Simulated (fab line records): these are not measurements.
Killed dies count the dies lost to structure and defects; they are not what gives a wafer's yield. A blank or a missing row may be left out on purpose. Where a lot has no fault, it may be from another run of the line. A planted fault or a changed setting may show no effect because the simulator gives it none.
fab line records    flow sky130
record lots=6  wafers=18  last_day=50
route steps=708 shown POLY_GATE@227 LDD_N@237 PAD_OPEN@708
lots that met no fault: taken from a fault-free run of the same line
start_h: the number of hours between the record's first day and the start of the first shown wafer of the lot    wait_h: time in hours since the lot's previous step    " same as the row above    L1.1+2: a single row standing in for several wafers    - no value, or no start was given    * or withheld: withheld    < > ~ a bound
route shown NAME@n: NAME is a module with steps in the file, n the number in the route of the first one    usual: mean and standard deviation over wafers with no fault    same: alike in all rows    chamber/n: place in a boat    sites: per-site readings    _std_site: the standard deviation of these    _edge_site: mean of outer sites minus mean of inner sites    radius_mm: for every site, how far away it sits from the centre of the wafer    mask NAME#n: copy n    behind: the tool/chamber that last shaped the wafer    hold: why the lot was held/for how many hours/how that ended    device: the n, p or np transistor that did not switch    end of line: at the end of the route, the tests of the same wafers    a step given without rows: its recipe and nothing more    killed: dies that structure and defects cost at the first sort, which is not the same as the wafer's yield    map: shows each die of a wafer: x if killed, . if not, _ if none is there
set.NAME: the run value of the setting; set.NAME@STEP: its run value at that earlier step    model.NAME: the simulator's own value behind a step, which no gauge read
lots at some steps of the route; a table a step, a row a wafer
services: when a tool's chamber went out of use (start_h, in hours from the record's first day, below 0 if earlier), for how many hours, and the reason
## steps
# step SKY_POLY_GATE_CD_MEAS_13
# recipe target_cd_nm=150
# usual cd_nm=149.5/1.5
lot.wafer  tool       chamber  start_h  wait_h  cd_nm
L376.1     cd_sem-01  -        415.71   -       148.4
L376.3     "          -        "        "       149.1
L376.4     "          -        "        "       147.2
L379.1     cd_sem-02  -        432.24   -       150.4
L379.3     "          -        "        "       147.8
L379.4     "          -        "        "       149.2
L389.3     cd_sem-01  -        517.75   -       147.3
L389.5     "          -        "        "       147.5
L389.6     "          -        "        "       145.5
L388.2     cd_sem-01  -        518.98   -       150.0
L388.3     "          -        "        "       151.3
L388.4     "          -        "        "       151.2
L390.1     cd_sem-02  -        528.24   -       148.9
L390.2     "          -        "        "       148.2
L390.6     "          -        "        "       149.3
L395.2     cd_sem-02  -        574.28   -       150.2
L395.3     "          -        "        "       149.8
L395.4     "          -        "        "       149.4
# step SKY_POLY_GATE_OVL_MEAS_14
# usual POLY_GATE_OVL=1/4.9
lot.wafer  tool        chamber  start_h  wait_h  POLY_GATE_OVL[nm]
L376.1     overlay-01  -        415.83   0.1     0
L376.3     "           -        "        "       -1
L376.4     "           -        "        "       0
L379.1     overlay-02  -        432.36   0.1     -1
L379.3     "           -        "        "       -1
L379.4     "           -        "        "       6
L389.3     overlay-01  -        517.85   0.1     1
L389.5     "           -        "        "       3
L389.6     "           -        "        "       -2
L388.2     overlay-01  -        519.09   0.1     -3
L388.3     "           -        "        "       1
L388.4     "           -        "        "       0
L390.1     overlay-02  -        528.36   0.1     -6
L390.2     "           -        "        "       -4
L390.6     "           -        "        "       1
L395.2     overlay-01  -        574.39   0.1     -10
L395.3     "           -        "        "       -6
L395.4     "           -        "        "       -7
# step SKY_POLY_GATE_ETCH_15
# recipe chemistry=N2/H2  target=BARC  ion_energy_ev=200  source_w=500  bias_w=100  pressure_mtorr=30  n2_flow_sccm=100  h2_flow_sccm=200  stop_on=SiO2  time_s=118.5  target_depth_a=1100
# usual drypump_motor_current_A=5.8/0.44  oes_product_au=0.716/0.0046  throttle_valve_pct=13.213/0.0084
lot.wafer  tool         chamber  start_h  wait_h  drypump_motor_current_A  oes_product_au  rf_hours_counter_h  throttle_valve_pct
L376.1     rie_diel-02  1        415.87   0.0     5.8                      0.713           7                   13.208
L376.3     "            3        "        "       6.2                      0.717           87                  13.216
L376.4     "            2        "        "       5.1                      0.720           77                  13.225
L379.1     rie_diel-04  3        432.40   0.0     6.1                      0.713           10                  13.206
L379.3     "            2        "        "       5.2                      0.722           26                  13.209
L379.4     "            1        "        "       5.8                      0.721           78                  13.200
L389.3     rie_diel-03  3        517.87   0.0     6.1                      0.718           34                  13.202
L389.5     "            2        "        "       6.2                      0.713           -                   13.210
L389.6     "            3        "        "       6.1                      0.713           -                   13.216
L388.2     rie_diel-04  1        519.12   0.0     5.8                      0.714           79                  13.204
L388.3     "            2        "        "       5.2                      0.711           27                  13.191
L388.4     "            2        "        "       5.2                      0.724           -                   13.206
L390.1     rie_diel-04  3        528.40   0.0     6.1                      0.710           12                  13.210
L390.2     "            1        "        "       5.8                      0.709           80                  13.206
L390.6     "            1        "        "       5.8                      0.724           -                   13.212
L395.2     rie_diel-02  2        574.42   0.0     5.1                      0.719           80                  13.223
L395.3     "            1        "        "       5.8                      0.713           10                  13.220
L395.4     "            3        "        "       6.2                      0.709           -                   13.221
# step SKY_POLY_GATE_ETCH_16
# recipe stop_on=poly-Si  chemistry=CH3F/O2  target=Si3N4  source_w=400  bias_w=80  pressure_mtorr=25  ch3f_flow_sccm=40  O2_flow_sccm=30  time_s=147.5  target_depth_a=750
# usual drypump_motor_current_A=5.8/0.44  oes_product_au=0.641/0.005  throttle_valve_pct=10.534/0.01
lot.wafer  tool         chamber  start_h  wait_h  drypump_motor_current_A  oes_product_au  rf_hours_counter_h  throttle_valve_pct
L376.1     rie_diel-02  1        415.95   0.0     5.8                      0.630           7                   10.517
L376.3     "            3        "        "       6.2                      0.645           87                  10.539
L376.4     "            2        "        "       5.1                      0.632           77                  10.535
L379.1     rie_diel-04  3        432.48   0.0     6.1                      0.632           10                  10.524
L379.3     "            2        "        "       5.2                      0.635           26                  10.543
L379.4     "            1        "        "       5.7                      0.637           78                  10.546
L389.3     rie_diel-03  3        517.95   0.0     6.1                      0.652           34                  10.540
L389.5     "            2        "        "       6.2                      0.646           -                   10.534
L389.6     "            3        "        "       6.1                      0.647           -                   10.540
L388.2     rie_diel-04  1        519.20   0.0     5.7                      0.644           80                  10.549
L388.3     "            2        "        "       5.2                      0.643           28                  10.526
L388.4     "            2        "        "       5.2                      0.642           -                   10.529
L390.1     rie_diel-04  3        528.48   0.0     6.1                      0.641           12                  10.524
L390.2     "            1        "        "       5.7                      0.647           80                  10.525
L390.6     "            1        "        "       5.7                      0.639           -                   10.543
L395.2     rie_diel-02  2        574.50   0.0     5.1                      0.639           80                  10.539
L395.3     "            1        "        "       5.8                      0.631           10                  10.545
L395.4     "            3        "        "       6.2                      0.647           -                   10.543
# step SKY_POLY_GATE_ETCH_17
# recipe target_depth_nm=180  stop_on=SiO2  over_etch_frac=0.56667  chemistry=HBr/Cl2  target=poly-Si  icp_w=400  bias_w=100  pressure_mtorr=10  HBr_flow_sccm=150  Cl2_flow_sccm=50  time_s=70.5
# usual drypump_motor_current_A=5.9/0.52  he_backside_leak_sccm=2.62/0.22  oes_product_au=0.986/0.009  throttle_valve_pct=33.684/0.0093
lot.wafer  tool       chamber  start_h  wait_h  drypump_motor_current_A  he_backside_leak_sccm  oes_product_au  rf_hours_counter_h  throttle_valve_pct
L376.1     rie_si-01  0        416.05   0.0     5.7                      2.49                   0.990           26                  33.673
L376.3     "          3        "        "       6.7                      2.92                   0.986           2                   33.676
L376.4     "          2        "        "       5.0                      2.82                   0.964           4                   33.681
L379.1     rie_si-01  3        432.58   0.0     6.6                      2.93                   0.974           2                   33.692
L379.3     "          1        "        "       5.5                      2.74                   0.983           22                  33.676
L379.4     "          2        "        "       5.0                      2.79                   0.968           4                   33.698
L389.3     rie_si-01  0        518.05   0.0     5.7                      2.57                   0.989           27                  33.685
L389.5     "          1        "        "       5.5                      2.64                   0.985           -                   33.677
L389.6     "          2        "        "       5.0                      2.89                   0.972           -                   33.683
L388.2     rie_si-02  1        519.30   0.0     6.2                      2.37                   0.975           3                   33.698
L388.3     "          3        "        "       6.1                      2.55                   0.986           4                   33.689
L388.4     "          2        "        "       5.4                      2.47                   0.983           21                  33.676
L390.1     rie_si-01  2        528.58   0.0     5.0                      2.58                   0.973           5                   33.687
L390.2     "          1        "        "       5.5                      2.61                   0.993           23                  33.700
L390.6     "          3        "        "       6.7                      3.05                   0.991           -                   33.683
L395.2     rie_si-02  1        574.60   0.0     6.2                      2.52                   0.991           4                   33.697
L395.3     "          2        "        "       5.4                      2.20                   0.999           21                  33.681
L395.4     "          0        "        "       6.3                      2.75                   0.994           10                  33.697
# step SKY_POLY_GATE_STRIP_18
# recipe chemistry=O2/N2  power_w=1400  pressure_mtorr=1500  platen_temp_c=withheld  o2_flow_sccm=3000  n2_flow_sccm=300  overash_fraction=0.5
# usual drypump_motor_current_A=5.8/0.43  oes_product_au=0.360/0.0054  strip_time_to_endpoint_s=3.15/0.062
lot.wafer  tool             chamber  start_h  wait_h  drypump_motor_current_A  oes_product_au  rf_hours_counter_h  strip_time_to_endpoint_s
L376.1     plasma_asher-01  0        416.10   0.0     5.9                      0.359           28                  3.09
L376.3     "                1        "        "       5.2                      0.349           -                   3.19
L376.4     "                0        "        "       5.9                      0.368           -                   3.26
L379.1     plasma_asher-03  0        432.64   0.0     5.7                      0.368           63                  3.28
L379.3     "                0        "        "       5.7                      0.360           -                   3.21
L379.4     "                1        "        "       5.7                      0.354           -                   3.15
L389.3     plasma_asher-03  0        518.14   0.1     5.7                      0.364           -                   3.14
L389.5     "                1        "        "       5.7                      0.363           -                   3.13
L389.6     "                0        "        "       5.7                      0.363           -                   3.17
L388.2     plasma_asher-02  0        519.36   0.0     6.8                      0.359           7                   3.05
L388.3     "                1        "        "       5.8                      0.355           -                   3.06
L388.4     "                0        "        "       6.8                      0.360           -                   3.10
L390.1     plasma_asher-01  1        528.64   0.0     5.2                      0.369           40                  3.27
L390.2     "                0        "        "       5.9                      0.354           40                  3.11
L390.6     "                1        "        "       5.2                      0.358           -                   3.08
L395.2     plasma_asher-01  1        574.66   0.0     5.2                      0.369           45                  3.21
L395.3     "                1        "        "       5.2                      0.359           -                   3.08
L395.4     "                0        "        "       5.9                      0.368           -                   3.28
# step SKY_POLY_GATE_CLEAN_19
# recipe chemistry=SC1/SC2  mix=1:4:20  temp_c=70  time_s=150  dry=n2_spin
# step SKY_POLY_GATE_OXIDATION_20
# recipe temp_c=850  ambient=O2  stabilise_s=600  purge_s=300  target_thk_a=40  ox_time_s=899
# step SKY_POLY_GATE_THK_MEAS_21
# recipe reads=SiO2_of_POLY_GATE_OXIDATION_20
# usual POLY_GATE_OXIDATION_THK=4.01/0.083
lot.wafer  tool           chamber  start_h  wait_h  POLY_GATE_OXIDATION_THK[nm]
L376.1     film_metro-03  -        418.20   0.0     4.04
L376.3     "              -        "        "       4.03
L376.4     "              -        "        "       4.15
L379.1     film_metro-03  -        434.05   0.0     4.05
L379.3     "              -        "        "       4.05
L379.4     "              -        "        "       3.99
L388.2     film_metro-03  -        520.91   0.0     4.07
L388.3     "              -        "        "       4.04
L388.4     "              -        "        "       4.04
L389.3     film_metro-02  -        520.92   0.0     4.01
L389.5     "              -        "        "       4.12
L389.6     "              -        "        "       3.94
L390.1     film_metro-02  -        530.04   0.0     4.24
L390.2     "              -        "        "       4.21
L390.6     "              -        "        "       4.26
L395.2     film_metro-02  -        576.07   0.0     3.99
L395.3     "              -        "        "       4.01
L395.4     "              -        "        "       4.09
# step SKY_POLY_GATE_CD_MEAS_22
# usual cd_nm=149/3.1
lot.wafer  tool       chamber  start_h  wait_h  cd_nm
L376.1     cd_sem-02  -        418.26   0.1     147
L376.3     "          -        "        "       143
L376.4     "          -        "        "       148
L379.1     cd_sem-02  -        434.11   0.1     148
L379.3     "          -        "        "       146
L379.4     "          -        "        "       147
L388.2     cd_sem-02  -        520.99   0.1     149
L388.3     "          -        "        "       153
L388.4     "          -        "        "       151
L389.3     cd_sem-01  -        521.02   0.1     143
L389.5     "          -        "        "       151
L389.6     "          -        "        "       144
L390.1     cd_sem-02  -        530.10   0.1     150
L390.2     "          -        "        "       149
L390.6     "          -        "        "       149
L395.2     cd_sem-02  -        576.26   0.2     151
L395.3     "          -        "        "       148
L395.4     "          -        "        "       148
# step SKY_LDD_N_DEHYDRATE_00
# recipe temp_c=200  time_s=60
# step SKY_LDD_N_HMDS_01
# recipe prime_time_s=60  prime_temp_c=120
# step SKY_LDD_N_COAT_02
# recipe resist=NOVOLAK  spin_rpm=3000  resist_thk_nm=300
# usual exhaust_pa=44.9/0.86
lot.wafer  tool            chamber  start_h  wait_h  exhaust_pa  model.NOVOLAK_of_LDD_N_COAT_02.thk_nm
L376.1     litho_track-02  0        433.11   0.1     45.6        299.5
L376.3     "               0        "        "       45.1        300
L376.4     "               0        "        "       45.0        300.4
L379.1     litho_track-04  0        449.71   0.1     44.9        301.8
L379.3     "               0        "        "       45.4        302.5
L379.4     "               0        "        "       45.1        301.8
L388.2     litho_track-02  0        534.83   0.1     45.6        269.1
L388.3     "               0        "        "       45.1        268.6
L388.4     "               0        "        "       45.2        269.1
L389.3     litho_track-01  0        535.06   0.1     44.0        300.3
L389.5     "               0        "        "       44.0        299.8
L389.6     "               0        "        "       43.8        300.2
L390.1     litho_track-02  0        544.76   0.1     45.7        268.1
L390.2     "               0        "        "       45.9        266.8
L390.6     "               0        "        "       45.3        267.7
L395.2     litho_track-01  0        591.19   0.1     43.6        300.1
L395.3     "               0        "        "       44.6        300.5
L395.4     "               0        "        "       43.9        299.7
# step SKY_LDD_N_SOFTBAKE_03
# recipe temp_c=90  time_s=60  resist=NOVOLAK
# step SKY_LDD_N_EXPOSE_04
# recipe mask_id=NTM  target_cd_nm=840  na=0.6  source_shape=conventional  sigma_outer=0.6  dose_mj=110
# step SKY_LDD_N_PEB_05
# recipe temp_c=withheld  time_s=*  resist=NOVOLAK
# step SKY_LDD_N_DEVELOP_06
# recipe develop_time_s=60  dev_temp_c=23
# usual exhaust_pa=45.0/0.95
lot.wafer  tool            chamber  start_h  wait_h  exhaust_pa  model.NOVOLAK_of_LDD_N_COAT_02.thk_nm
L376.1     litho_track-01  0        448.42   0.1     44.9        299.1
L376.3     "               0        "        "       44.9        299.6
L376.4     "               0        "        "       44.6        300
L379.1     litho_track-04  0        465.41   0.1     44.0        301.4
L379.3     "               0        "        "       44.7        302.1
L379.4     "               0        "        "       44.7        301.4
L388.2     litho_track-04  0        550.63   0.1     47.0        268.7
L388.3     "               0        "        "       44.7        268.2
L388.4     "               0        "        "       45.3        268.7
L389.3     litho_track-01  0        551.06   0.1     44.1        299.9
L389.5     "               0        "        "       44.4        299.4
L389.6     "               0        "        "       45.1        299.8
L390.1     litho_track-02  0        560.06   0.1     44.8        267.7
L390.2     "               0        "        "       45.1        266.4
L390.6     "               0        "        "       45.0        267.3
L395.2     litho_track-04  0        606.03   0.1     45.2        299.7
L395.3     "               0        "        "       44.8        300
L395.4     "               0        "        "       45.5        299.3
# step SKY_LDD_N_OVL_MEAS_07
# usual LDD_N_OVL=0.0/1.4
lot.wafer  tool        chamber  start_h  wait_h  LDD_N_OVL[nm]
L376.1     overlay-01  -        448.57   0.1     -0.5
L376.3     "           -        "        "       -0.8
L376.4     "           -        "        "       -1.5
L379.1     overlay-02  -        465.56   0.1     0.0
L379.3     "           -        "        "       -1.3
L379.4     "           -        "        "       -0.1
L388.2     overlay-02  -        550.76   0.1     0.9
L388.3     "           -        "        "       1.2
L388.4     "           -        "        "       1.8
L389.3     overlay-02  -        551.18   0.1     -0.1
L389.5     "           -        "        "       2.0
L389.6     "           -        "        "       -1.4
L390.1     overlay-01  -        560.21   0.1     1.4
L390.2     "           -        "        "       1.5
L390.6     "           -        "        "       1.5
L395.2     overlay-02  -        606.16   0.1     3.0
L395.3     "           -        "        "       1.3
L395.4     "           -        "        "       1.8
# step SKY_LDD_N_IMPLANT_08
# recipe species=As  energy_kev=20  dose_cm2=7.5e+13  tilt_deg=withheld  rotation_deg=23
# step SKY_LDD_N_IMPLANT_09
# recipe species=As  energy_kev=20  dose_cm2=7.5e+13  tilt_deg=withheld  rotation_deg=113
# step SKY_LDD_N_IMPLANT_10
# recipe species=As  energy_kev=20  dose_cm2=7.5e+13  tilt_deg=withheld  rotation_deg=203
# step SKY_LDD_N_IMPLANT_11
# recipe species=As  energy_kev=20  dose_cm2=7.5e+13  tilt_deg=withheld  rotation_deg=293
# step SKY_LDD_N_IMPLANT_12
# recipe species=BF2  energy_kev=50  dose_cm2=5e+12  tilt_deg=30  rotation_deg=0
# step SKY_LDD_N_IMPLANT_13
# recipe species=BF2  energy_kev=50  dose_cm2=5e+12  tilt_deg=30  rotation_deg=90
# step SKY_LDD_N_IMPLANT_14
# recipe species=BF2  energy_kev=50  dose_cm2=5e+12  tilt_deg=30  rotation_deg=180
# step SKY_LDD_N_IMPLANT_15
# recipe species=BF2  energy_kev=50  dose_cm2=5e+12  tilt_deg=30  rotation_deg=270
# step SKY_LDD_N_STRIP_16
# recipe chemistry=O2/N2  power_w=1400  pressure_mtorr=1500  platen_temp_c=withheld  o2_flow_sccm=3000  n2_flow_sccm=300  overash_fraction=0.5
# usual drypump_motor_current_A=5.9/0.52  oes_product_au=0.407/0.0044  strip_time_to_endpoint_s=4.324/0.016
lot.wafer  tool             chamber  start_h  wait_h  drypump_motor_current_A  oes_product_au  rf_hours_counter_h  strip_time_to_endpoint_s
L376.1     plasma_asher-01  1        449.80   0.1     5.2                      0.408           31                  4.324
L376.3     "                1        "        "       5.2                      0.412           -                   4.311
L376.4     "                0        "        "       5.9                      0.410           -                   4.320
L379.1     plasma_asher-02  0        466.79   0.1     6.8                      0.398           2                   4.342
L379.3     "                1        "        "       5.8                      0.407           -                   4.340
L379.4     "                0        "        "       6.8                      0.407           -                   4.341
L388.2     plasma_asher-02  0        551.99   0.1     6.8                      0.389           11                  3.925
L388.3     "                0        "        "       6.8                      0.386           -                   3.890
L388.4     "                1        "        "       5.8                      0.393           -                   3.895
L389.3     plasma_asher-04  1        552.43   0.1     5.4                      0.407           -                   4.329
L389.5     "                1        "        "       5.4                      0.401           -                   4.312
L389.6     "                0        "        "       6.1                      0.405           -                   4.313
L390.1     plasma_asher-01  1        561.45   0.1     5.2                      0.386           43                  3.906
L390.2     "                0        "        "       5.9                      0.384           43                  3.872
L390.6     "                1        "        "       5.2                      0.389           -                   3.898
L395.2     plasma_asher-02  0        607.39   0.1     6.9                      0.406           17                  4.307
L395.3     "                1        "        "       5.7                      0.408           -                   4.319
L395.4     "                0        "        "       6.8                      0.407           -                   4.309
# step SKY_LDD_N_TW_MEAS_17
# usual LDD_N_TW=2570/25
lot.wafer  tool           chamber  start_h  wait_h  LDD_N_TW
L376.1     film_metro-04  -        449.90   0.1     2551
L376.3     "              -        "        "       2545
L376.4     "              -        "        "       2546
L379.1     film_metro-04  -        466.89   0.1     2526
L379.3     "              -        "        "       2539
L379.4     "              -        "        "       2538
L388.2     film_metro-02  -        552.10   0.1     2567
L388.3     "              -        "        "       2578
L388.4     "              -        "        "       2586
L389.3     film_metro-02  -        552.52   0.1     2561
L389.5     "              -        "        "       2585
L389.6     "              -        "        "       2576
L390.1     film_metro-04  -        561.55   0.1     2555
L390.2     "              -        "        "       2561
L390.6     "              -        "        "       2547
L395.2     film_metro-02  -        607.50   0.1     2556
L395.3     "              -        "        "       2580
L395.4     "              -        "        "       2560
# step SKY_PAD_OPEN_PROBE_99
# usual killed_at_M0_to_M3=44/6.5  killed_at_M4_up=2.9/1.7  killed_at_contacts=24/5.7  killed_at_front_end=16/4.4  killed_at_other=0.2/0.48  killed_dies=87/9.6  killed_open=48/6.7  killed_short=38/6.2
# same gross_dies=492  killed_at_back_side=0
lot.wafer  tool       chamber  start_h  wait_h  killed_at_M0_to_M3  killed_at_M4_up  killed_at_contacts  killed_at_front_end  killed_at_other  killed_dies  killed_open  killed_short
L376.1     prober-01  -        1107.98  0.1     50                  5                29                  15                   0                99           60           38
L376.3     prober-01  -        1108.08  0.2     36                  4                25                  16                   1                82           39           42
L376.4     prober-01  -        1108.13  0.2     45                  1                23                  13                   1                83           45           36
L379.1     prober-02  -        1121.73  0.1     41                  0                20                  11                   0                72           35           37
L379.3     prober-02  -        1121.83  0.2     47                  1                36                  12                   0                96           58           38
L379.4     prober-02  -        1121.88  0.2     46                  2                17                  20                   1                86           42           44
L388.2     prober-02  -        1180.29  0.1     46                  4                30                  20                   0                100          47           53
L388.3     prober-02  -        1180.34  0.2     36                  4                22                  17                   1                80           46           34
L388.4     prober-02  -        1180.39  0.2     44                  5                37                  12                   0                98           51           47
L389.3     prober-01  -        1180.46  0.2     44                  4                22                  15                   0                85           49           36
L389.5     prober-01  -        1180.56  0.2     41                  2                30                  11                   0                84           47           37
L390.1     prober-02  -        1182.09  0.1     37                  7                17                  14                   1                76           40           36
L390.2     prober-02  -        1182.14  0.1     30                  2                20                  16                   0                68           39           29
L390.6     prober-02  -        1182.34  0.2     34                  3                20                  9                    0                66           33           33
L395.2     prober-02  -        1203.78  0.1     46                  1                23                  11                   0                81           46           35
L395.3     prober-02  -        1203.83  0.2     49                  4                21                  18                   1                93           49           43
L395.4     prober-02  -        1203.88  0.2     45                  2                24                  14                   0                85           51           34
# killed by level:class
L376.1 VIA1:geometric_particle:open=14 CONTACT:geometric_particle:open=13 LI_CONTACT:geometric_particle:open=8 VIA2:geometric_particle:open=8 METAL1:geometric_particle:short=7 VIA1:geometric_particle:short=5 METAL1:geometric_particle:open=5 POLY_GATE:geometric_particle:open=4
L376.3 CONTACT:geometric_particle:open=9 VIA1:geometric_particle:open=8 CONTACT:geometric_particle:short=7 VIA1:geometric_particle:short=7 LOCAL_INTERCONNECT:geometric_particle:short=6 FIELD_ISO:geometric_particle:short=4 VIA3:geometric_particle:short=4 VIA3:geometric_particle:open=4
L376.4 METAL1:geometric_particle:short=9 VIA1:geometric_particle:open=9 CONTACT:geometric_particle:open=7 VIA2:geometric_particle:open=6 LI_CONTACT:geometric_particle:open=5 VIA3:geometric_particle:open=5 LOCAL_INTERCONNECT:geometric_particle:short=4 CONTACT:geometric_particle:short=4
L379.1 VIA1:geometric_particle:open=8 METAL2:geometric_particle:short=6 LI_CONTACT:geometric_particle:open=6 LOCAL_INTERCONNECT:geometric_particle:short=6 VIA2:geometric_particle:open=6 VIA3:geometric_particle:open=5 METAL3:geometric_particle:short=4 POLY_GATE:geometric_particle:short=3
L379.3 CONTACT:geometric_particle:open=12 VIA1:geometric_particle:open=11 VIA3:geometric_particle:open=10 LI_CONTACT:geometric_particle:open=8 CONTACT:geometric_particle:short=7 VIA2:geometric_particle:open=7 METAL2:geometric_particle:short=6 FIELD_ISO:geometric_particle:open=5
L379.4 METAL2:geometric_particle:short=10 POLY_GATE:geometric_particle:short=8 METAL1:geometric_particle:short=8 VIA2:geometric_particle:open=7 CONTACT:geometric_particle:open=7 VIA1:geometric_particle:open=7 VIA3:geometric_particle:open=6 POLY_GATE:geometric_particle:open=4
L388.2 CONTACT:geometric_particle:open=12 VIA1:geometric_particle:open=12 CONTACT:geometric_particle:short=10 VIA1:geometric_particle:short=9 METAL1:geometric_particle:short=6 VIA2:geometric_particle:open=5 METAL3:geometric_particle:short=5 FIELD_ISO:geometric_particle:open=4
L388.3 CONTACT:geometric_particle:open=8 VIA2:geometric_particle:open=7 VIA1:geometric_particle:open=6 VIA3:geometric_particle:open=5 POLY_GATE:geometric_particle:short=4 CONTACT:geometric_particle:short=4 LI_CONTACT:geometric_particle:open=4 LOCAL_INTERCONNECT:geometric_particle:short=4
L388.4 CONTACT:geometric_particle:open=13 VIA3:geometric_particle:open=10 LI_CONTACT:geometric_particle:short=7 LI_CONTACT:geometric_particle:open=6 LOCAL_INTERCONNECT:geometric_particle:short=6 VIA1:geometric_particle:open=6 VIA2:geometric_particle:short=6 VIA2:geometric_particle:open=6
L389.3 VIA1:geometric_particle:open=15 CONTACT:geometric_particle:open=8 VIA2:geometric_particle:open=6 VIA1:geometric_particle:short=5 CONTACT:geometric_particle:short=5 METAL2:geometric_particle:short=5 FIELD_ISO:geometric_particle:open=4 LI_CONTACT:geometric_particle:open=4
L389.5 LI_CONTACT:geometric_particle:open=9 CONTACT:geometric_particle:open=9 VIA3:geometric_particle:open=9 VIA1:geometric_particle:open=7 VIA2:geometric_particle:open=7 LOCAL_INTERCONNECT:geometric_particle:short=6 METAL1:geometric_particle:short=6 CONTACT:geometric_particle:short=5
L390.1 VIA1:geometric_particle:open=10 CONTACT:geometric_particle:open=8 POLY_GATE:geometric_particle:short=6 LI_CONTACT:geometric_particle:open=6 METAL4:geometric_particle:short=6 METAL1:geometric_particle:short=6 VIA2:geometric_particle:open=5 VIA3:geometric_particle:open=4
L390.2 LI_CONTACT:geometric_particle:open=11 CONTACT:geometric_particle:open=7 POLY_GATE:geometric_particle:open=5 VIA1:geometric_particle:short=5 VIA3:geometric_particle:open=4 METAL3:geometric_particle:short=4 FIELD_ISO:geometric_particle:open=3 METAL1:geometric_particle:short=3
L390.6 VIA1:geometric_particle:open=10 LI_CONTACT:geometric_particle:open=8 METAL1:geometric_particle:short=7 POLY_GATE:geometric_particle:short=5 CONTACT:geometric_particle:open=5 CONTACT:geometric_particle:short=4 METAL2:geometric_particle:short=4 VIA1:geometric_particle:short=3
L395.2 VIA1:geometric_particle:open=12 CONTACT:geometric_particle:open=8 VIA2:geometric_particle:short=6 VIA3:geometric_particle:open=5 LI_CONTACT:geometric_particle:open=5 CONTACT:geometric_particle:short=5 VIA1:geometric_particle:short=5 VIA2:geometric_particle:open=5
L395.3 LI_CONTACT:geometric_particle:open=11 METAL1:geometric_particle:short=10 POLY_GATE:geometric_particle:short=8 VIA2:geometric_particle:open=8 VIA1:geometric_particle:open=7 CONTACT:geometric_particle:open=6 METAL2:geometric_particle:short=5 VIA2:geometric_particle:short=4
L395.4 METAL1:geometric_particle:short=10 VIA1:geometric_particle:open=10 LI_CONTACT:geometric_particle:open=9 CONTACT:geometric_particle:open=8 FIELD_ISO:geometric_particle:open=5 METAL3:geometric_particle:short=5 POLY_GATE:geometric_particle:open=5 CONTACT:geometric_particle:short=4
## services
tool             chamber  start_h  hours  kind
rie_si-02        -        398.26   14.6   pm
rie_si-01        -        398.74   0.7    repair
plasma_asher-02  -        400.01   0.5    repair
rie_diel-04      2        403.14   5.7    repair
rie_diel-03      3        403.98   10.1   repair
plasma_asher-02  -        407.01   7.8    repair
plasma_asher-02  -        415.18   1.6    repair
plasma_asher-02  -        421.25   9.0    pm
plasma_asher-02  -        444.50   2.8    pm
plasma_asher-02  -        447.96   14.6   pm
rie_diel-02      -        449.51   1.1    repair
rie_si-01        0        456.08   19.7   repair
rie_diel-04      2        457.73   14.1   repair
rie_diel-04      0        468.29   5.0    repair
rie_diel-04      0        477.08   2.4    repair
rie_diel-02      3        483.96   4.6    repair
rie_diel-04      -        486.76   0.9    repair
plasma_asher-01  -        521.06   1.4    repair
rie_si-01        2        521.48   4.1    repair
rie_diel-02      -        526.32   2.8    pm
rie_diel-04      2        558.09   33.6   repair
rie_diel-02      1        565.91   5.6    repair
rie_si-01        2        585.31   1.4    repair
rie_si-01        2        601.94   1.5    repair
## key
first_sign step=SKY_LDD_N_STRIP_16  reading=strip_time_to_endpoint_s  direction=down  sigmas=27  usual=*  struck=*
effect step=SKY_LDD_N_STRIP_16  reading=oes_product_au  direction=down  sigmas=4.4  usual=0.407  struck=0.388
model_effect step=SKY_LDD_N_COAT_02  value=NOVOLAK_of_LDD_N_COAT_02.thk_nm  without=301.1  struck=268.2
model_effect step=SKY_LDD_N_DEVELOP_06  value=NOVOLAK_of_LDD_N_COAT_02.thk_nm  without=300.7  struck=267.8
met_at SKY_LDD_N_COAT_02
struck_wafers L388.2,L388.3,L388.4,L390.1,L390.2,L390.6
tester_left_out L388,L390
onset_between 433.11 534.83
also_fits SKY_POLY_GATE_ETCH_15:rie_diel-04,SKY_POLY_GATE_ETCH_16:rie_diel-04
fault kind=process_parameter_drift  tool=litho_track-02  chamber=-  onset_h=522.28  steps=SKY_LDD_N_COAT_02  channel=resist_thk_nm  offset=-32.702  shape=step  end_h=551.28  acts_in=these_recipes_only  stated=300
# tester_left_out: of these lots the tester's yield and bins aren't shown, on N5 and GAA mostly nor the transistor test; their killed dies are dies lost to structure and defects alone, not to doping, threshold or leakage, so they don't give the yield
